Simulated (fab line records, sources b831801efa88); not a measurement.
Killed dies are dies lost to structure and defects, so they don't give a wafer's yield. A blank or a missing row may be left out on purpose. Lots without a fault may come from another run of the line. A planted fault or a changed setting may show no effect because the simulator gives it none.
Problem report in the 8D (eight disciplines) form, filled by code | flow gf180mcu | the parts of the form that need people (team, actions taken, sign-off) are left out

1. THE PROBLEM
beam_energy_keV at GF_VT_IMPLANT_IMPLANT_30 reads a mean of 26.144 on 9 wafers of 3 lots; wafers without a fault read 25.000 with a standard deviation of 0.0079. That is +99 or more standard deviations from the usual mean.
First seen on wafer L284.2, day 12 10:11, on implanter-02. The record holds 42 wafers of 14 lots with a number at this step. Rule for "out", or "out of limits": more than 4 standard deviations from the usual mean. The other wafers with a number count as sound.

2. WHAT IT IS AND WHAT IT IS NOT
question                    | is                     | is not
which readings at this step | beam_energy_keV        | -
which lots                  | L284, L285, L286       | L265, L267, L268, L270, L271, L272, L274, L275, L276, L279, L287
which wafers of those lots  | all that have a number | -
read on which tools         | implanter-02           | implanter-01, implanter-04
when                        | from day 12 10:11      | up to then (30 sound wafers); but 3 sound wafers of L287 came after

3. SUSPECTS, AND WHAT RULES EACH OUT
Counting: a tool at a process step up to the reading stays a suspect if it ran every lot that is out and no sound lot after the first of them.
- implanter-02 at GF_VT_IMPLANT_IMPLANT_30: kept. It ran every lot that is out, first L284 (day 12 10:11), and no sound lot after that; its last sound lot up to then is L276 (day 10 07:17). Its own readings are out on those wafers: beam_energy_keV.
Left after counting: implanter-02 at GF_VT_IMPLANT_IMPLANT_30.

4. THE CAUSE (what the simulator had put in)
Process parameter drift: implanter-02, from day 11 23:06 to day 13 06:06, at GF_VT_IMPLANT_IMPLANT_30. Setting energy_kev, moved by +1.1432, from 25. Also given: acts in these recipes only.
Counting left only this tool.

5. THE CHAIN OF EFFECTS, in route order
Each row: a reading whose mean over the struck wafers that have a number lies more than 3 standard deviations from the usual. Only readings for which the record gives a usual standard deviation are gone through. hours: the time from each lot's start at the first step in this table that gives one to its start at this step, as a median over the lots. sigmas: the change in usual standard deviations.
hours | step                     | reading         | usual  | on struck wafers | change | sigmas
0     | GF_VT_IMPLANT_IMPLANT_30 | beam_energy_keV | 25.000 | 26.144           | +1.144 | +99 or more
The process steps in it:
- GF_VT_IMPLANT_IMPLANT_30
Later measuring or inspecting steps at which every struck wafer that the step has a row for has a number for every such reading, and none has moved that far: GF_M3_OVL_MEAS_15.

6. WHAT WOULD HAVE CAUGHT IT SOONER
In this record the first reading out of limits was taken at day 12 10:11, 11 hours after the fault began at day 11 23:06.
